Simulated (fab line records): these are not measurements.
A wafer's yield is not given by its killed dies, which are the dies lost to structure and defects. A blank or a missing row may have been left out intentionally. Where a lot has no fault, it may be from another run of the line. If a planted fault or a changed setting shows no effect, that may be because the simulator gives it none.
2 desks looking at one fault -- flow sky130 -- each desk has only its own numbers; what lay behind them comes last

AT THE METROLOGY DESK
What the gauges read for every lot (on any tool): the sampled wafers with a number, averaged. The brackets show how far a lot's mean lies from the usual mean; more than 4 standard deviations puts the lot out of limits, marked OUT. Readings shown: 7 of its 10, picked as those furthest out on some lot.
Columns: A = cdNm at SKY_SONOS_TUNNEL_CD_MEAS_07, usual 409.3 nm; B = SONOS_TUNNEL_OVL at SKY_SONOS_TUNNEL_OVL_MEAS_08, usual 0.4 nm; C = SONOS_ONO_OXIDATION_THK at SKY_SONOS_ONO_THK_MEAS_01, usual 2.61 nm; D = SONOS_ONO_CVD_04_THK at SKY_SONOS_ONO_THK_MEAS_05, usual 5.66 nm; E = cdNm at SKY_SONOS_ONO_CD_MEAS_13, usual 409.9 nm; F = SONOS_ONO_OVL at SKY_SONOS_ONO_OVL_MEAS_14, usual 0.8 nm; G = GATE_OXIDE_OVL at SKY_GATE_OXIDE_OVL_MEAS_10, usual -0.1 nm
lot,first seen here,A,B,C,D,E,F,G
L262,day 12 03:05,409.4,0.6,2.54,5.57,406.6,0.6,-0.7
L264,day 12 12:35,406.2,0.4,2.59,5.57,411.3,0.7,-1.8
L270,day 14 06:45,411.0,-0.9,2.57,5.73,411.3,-1.5,1.4
L271,day 14 08:25,410.5,2.1,2.60,5.67,412.6,0.3,0.3
L275,day 16 06:56,408.4,0.2,2.60,5.45,410.8,-0.7,0.2
L276,day 16 10:22,407.4,-0.8,2.65,5.53,409.0,1.1,-0.8
Finding of this desk: none of the 6 lots has anything out of limits.

DESK OF THE TOOL OWNER: furnace-02
The tool's own readings at SKY_SONOS_ONO_OXIDATION_00 (stabilise 600 s, purge 300 s, target thk 2.6 nm): means of the sampled wafers that have a number, for each lot that ran on this tool. The brackets show how far a lot's mean lies from the usual mean; more than 4 standard deviations puts the lot out of limits, marked OUT.
Columns: A = oxTempCMax at SKY_SONOS_ONO_OXIDATION_00, usual 804.7; B = spikeTcCentreC at SKY_SONOS_ONO_OXIDATION_00, usual 800.7 C; C = spikeTcUpperC at SKY_SONOS_ONO_OXIDATION_00, usual 800.4 C; D = tube_center_temp_C_max at SKY_SONOS_ONO_OXIDATION_00, usual 802.0; E = zonePowerBottomPct at SKY_SONOS_ONO_OXIDATION_00, usual 24.1 %
lot,first seen here,A,B,C,D,E
L262,day 12 03:44,804.6,801.5,800.7,802.0,23.4
L264,day 12 13:10,804.3,801.1,801.0,802.0,23.6
L270,day 14 09:54,804.7,801.6,801.2,802.2,23.3
L271,day 14 09:54,803.6,800.6,800.3,801.8,23.6
Finding of this desk: none of the 4 lots has anything out of limits.

TAKEN TOGETHER
At the metrology desk, nothing out of limits was observed.
Nothing out of limits was seen by the tool owner's desk.

WHAT THE SIMULATOR HAD INSERTED
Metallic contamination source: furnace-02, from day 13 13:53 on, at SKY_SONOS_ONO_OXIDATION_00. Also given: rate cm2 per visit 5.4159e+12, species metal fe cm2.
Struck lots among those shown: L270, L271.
